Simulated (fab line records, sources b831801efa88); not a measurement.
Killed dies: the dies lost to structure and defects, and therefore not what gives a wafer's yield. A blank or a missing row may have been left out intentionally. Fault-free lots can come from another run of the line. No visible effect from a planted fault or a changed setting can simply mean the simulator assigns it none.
Chamber matching	flow sky130	cmp-01 running SKY_FIELD_ISO_CMP_27: 4 sister chambers
The step polishes, stops on Si3N4, t overpolish 16 s, target thk 457.8 nm. 16 wafers are shown with their chamber, then 8 later ones without.

== WAFERS WITH THEIR CHAMBER ==
wafer	chamber	motor_current_A (A)	overpolish_run_s (s)	time_to_endpoint_s (s)
L925.1	0	14.0	16.006	110
L925.2	2	13.0	16.001	118
L925.5	0	14.9	16.011	116
L930.3	0	15.8	16.013	115
L930.5	0	15.2	16.001	111
L930.6	1	12.9	15.990	115
L931.3	1	12.7	16.008	110
L931.5	1	13.0	15.997	104
L931.6	0	15.1	16.013	108
L932.1	1	12.3	16.012	108
L932.3	3	12.1	15.987	110
L932.5	3	13.4	16.001	113
L938.2	1	12.5	16.002	109
L938.5	2	13.7	16.009	112
L938.6	1	12.2	15.992	111
L940.2	2	13.5	16.000	109

SIGNATURES (averages over the wafers above)
reading	chamber 0	chamber 1	chamber 2	chamber 3	scatter within a chamber
motor_current_A	15.000	12.600	13.400	12.750	0.526
overpolish_run_s	16.00880	16.00017	16.00333	15.99400	0.0073
time_to_endpoint_s	112.00	109.50	113.00	111.50	3.63
Rule: distance of a wafer from a chamber = root of the sum over the readings of ((wafer's reading minus chamber's mean) / reading's scatter) squared. The wafer belongs to the nearest chamber; if the next one is less than 2 further off, it can't be placed. The scatter: take each reading less its chamber's mean, square it, sum over the shown wafers, divide by the number of wafers less the number of chambers, and take the root.

== WAFERS WHOSE CHAMBER IS MISSING ==
wafer	motor_current_A (A)	overpolish_run_s (s)	time_to_endpoint_s (s)
L940.3	14.8	15.994	110
L940.5	13.7	16.011	109
L942.2	15.0	16.002	113
L942.3	13.3	16.006	110
L942.6	14.7	16.010	108
L946.1	13.3	16.004	113
L946.4	14.4	16.006	109
L946.5	13.4	16.008	109

== THE CHAMBER EACH PASSED THROUGH ==
wafer	from the rows above	in truth
L940.3	can't be placed: 0 or 2 or 3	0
L940.5	can't be placed: 2 or 1 or 0 or 3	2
L942.2	0	0
L942.3	can't be placed: 2 or 1 or 3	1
L942.6	can't be placed: 0 or 2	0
L946.1	can't be placed: 2 or 1 or 3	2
L946.4	can't be placed: 0 or 2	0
L946.5	can't be placed: 2 or 1 or 3 or 0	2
Correctly placed: 1 of 8. Cannot be placed on the basis of these rows: 7; the candidates contain the true chamber in 7. Number placed wrongly: 0.
